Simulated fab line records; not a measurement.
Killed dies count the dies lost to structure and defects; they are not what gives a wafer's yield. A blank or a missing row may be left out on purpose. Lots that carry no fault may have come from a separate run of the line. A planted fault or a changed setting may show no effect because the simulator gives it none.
Which tool was responsible? || flow gf180mcu || 14 lots with 42 wafers sampled at 2 steps, on a route of 602 steps

== WHAT THE GAUGES READ, wafer by wafer ==
GF_V5_OVL_MEAS_15. Usual: V5_OVL gives -1 nm (standard deviation 5.3).
{"lot": "L847", "measured": "day 27 11:49", "on": "overlay-01", "V5_OVL (nm)": "4 6 5", "flag": ""}
{"lot": "L848", "measured": "day 28 04:05", "on": "overlay-01", "V5_OVL (nm)": "-6 -3 -7", "flag": ""}
{"lot": "L850", "measured": "day 28 09:44", "on": "overlay-02", "V5_OVL (nm)": "0 -1 0", "flag": ""}
{"lot": "L851", "measured": "day 28 20:41", "on": "overlay-02", "V5_OVL (nm)": "-6 3 3", "flag": ""}
{"lot": "L853", "measured": "day 29 13:38", "on": "overlay-02", "V5_OVL (nm)": "1 2 0", "flag": ""}
{"lot": "L854", "measured": "day 29 14:20", "on": "overlay-02", "V5_OVL (nm)": "-5 -3 -7", "flag": ""}
{"lot": "L855", "measured": "day 29 20:56", "on": "overlay-01", "V5_OVL (nm)": "-11 -13 -11", "flag": ""}
{"lot": "L860", "measured": "day 31 19:32", "on": "overlay-01", "V5_OVL (nm)": "-4 -3 -6", "flag": ""}
{"lot": "L861", "measured": "day 31 16:47", "on": "overlay-01", "V5_OVL (nm)": "-5 -3 -11", "flag": ""}
{"lot": "L863", "measured": "day 32 02:44", "on": "overlay-01", "V5_OVL (nm)": "-9 -4 -3", "flag": ""}
{"lot": "L864", "measured": "day 32 09:02", "on": "overlay-02", "V5_OVL (nm)": "6 5 11", "flag": ""}
{"lot": "L867", "measured": "day 33 02:00", "on": "overlay-01", "V5_OVL (nm)": "4 5 10", "flag": ""}
{"lot": "L868", "measured": "day 33 07:18", "on": "overlay-01", "V5_OVL (nm)": "9 0 2", "flag": ""}
{"lot": "L869", "measured": "day 33 10:11", "on": "overlay-02", "V5_OVL (nm)": "-4 -1 -4", "flag": ""}

== WHICH TOOL RAN EACH LOT (tool, then ch and the chambers of the sampled wafers, then the start) ==
{"lot": "L847", "GF_STI_OXIDATION_29": "furnace-01 ch 0, day 2 10:43"}
{"lot": "L848", "GF_STI_OXIDATION_29": "furnace-01 ch 0, day 2 20:50"}
{"lot": "L850", "GF_STI_OXIDATION_29": "furnace-02 ch 0, day 3 03:05"}
{"lot": "L851", "GF_STI_OXIDATION_29": "furnace-01 ch 0, day 3 07:58"}
{"lot": "L853", "GF_STI_OXIDATION_29": "furnace-02 ch 0, day 3 19:58"}
{"lot": "L854", "GF_STI_OXIDATION_29": "furnace-01 ch 0, day 4 00:03"}
{"lot": "L855", "GF_STI_OXIDATION_29": "furnace-01 ch 0, day 4 02:31"}
{"lot": "L860", "GF_STI_OXIDATION_29": "furnace-02 ch 0, day 5 10:35"}
{"lot": "L861", "GF_STI_OXIDATION_29": "furnace-01 ch 0, day 5 13:51"}
{"lot": "L863", "GF_STI_OXIDATION_29": "furnace-01 ch 0, day 5 22:07"}
{"lot": "L864", "GF_STI_OXIDATION_29": "furnace-01 ch 0, day 6 03:07"}
{"lot": "L867", "GF_STI_OXIDATION_29": "furnace-02 ch 0, day 6 16:10"}
{"lot": "L868", "GF_STI_OXIDATION_29": "furnace-02 ch 0, day 6 21:31"}
{"lot": "L869", "GF_STI_OXIDATION_29": "furnace-02 ch 0, day 7 02:36"}
- GF_STI_OXIDATION_29: stabilise 600 s, purge 300 s, target thk 10 nm.

== AS READ BY THE TOOLS THEMSELVES (means over the sampled wafers that have a number; for cases with no such wafer, the mark the record gives instead) ==
GF_STI_OXIDATION_29. Usual: spike tc lower C 900.4 C, standard deviation 1.2; zone power centre pct 19.8 %, standard deviation 0.98.
{"lot": "L847", "tool": "furnace-01", "spike tc lower C (C)": 899.8, "zone power centre pct (%)": 18.7, "flag": ""}
{"lot": "L848", "tool": "furnace-01", "spike tc lower C (C)": 899.1, "zone power centre pct (%)": 18.8, "flag": ""}
{"lot": "L850", "tool": "furnace-02", "spike tc lower C (C)": 900.4, "zone power centre pct (%)": 20.7, "flag": ""}
{"lot": "L851", "tool": "furnace-01", "spike tc lower C (C)": 899.4, "zone power centre pct (%)": 18.7, "flag": ""}
{"lot": "L853", "tool": "furnace-02", "spike tc lower C (C)": 901.6, "zone power centre pct (%)": 20.5, "flag": ""}
{"lot": "L854", "tool": "furnace-01", "spike tc lower C (C)": 899.8, "zone power centre pct (%)": 18.6, "flag": ""}
{"lot": "L855", "tool": "furnace-01", "spike tc lower C (C)": 899.4, "zone power centre pct (%)": 18.5, "flag": ""}
{"lot": "L860", "tool": "furnace-02", "spike tc lower C (C)": 900.8, "zone power centre pct (%)": 20.7, "flag": ""}
{"lot": "L861", "tool": "furnace-01", "spike tc lower C (C)": 899.5, "zone power centre pct (%)": 18.6, "flag": ""}
{"lot": "L863", "tool": "furnace-01", "spike tc lower C (C)": 899.7, "zone power centre pct (%)": 18.5, "flag": ""}
{"lot": "L864", "tool": "furnace-01", "spike tc lower C (C)": 899.3, "zone power centre pct (%)": 18.6, "flag": ""}
{"lot": "L867", "tool": "furnace-02", "spike tc lower C (C)": 900.7, "zone power centre pct (%)": 20.5, "flag": ""}
{"lot": "L868", "tool": "furnace-02", "spike tc lower C (C)": 901.4, "zone power centre pct (%)": 20.6, "flag": ""}
{"lot": "L869", "tool": "furnace-02", "spike tc lower C (C)": 901.5, "zone power centre pct (%)": 20.6, "flag": ""}

== THE ANSWER, worked out from the rows above alone ==
Rule: lot off if the mean of its wafers having a number is beyond 3 standard deviations from the usual mean. Also off: a lot with no number at a reading for which 4 or more lots have one. All remaining lots with rows at the step are treated as sound. First the gauges in route order, then the tools' own readings, where a lot's mean is used as printed above. The first step at which some lot is off is used, and at that step the reading that is off furthest; a lot without a number counts as furthest.
No lot is off at any reading shown: from this, nothing can be told.

== WHAT THE SIMULATOR HAD PUT IN ==
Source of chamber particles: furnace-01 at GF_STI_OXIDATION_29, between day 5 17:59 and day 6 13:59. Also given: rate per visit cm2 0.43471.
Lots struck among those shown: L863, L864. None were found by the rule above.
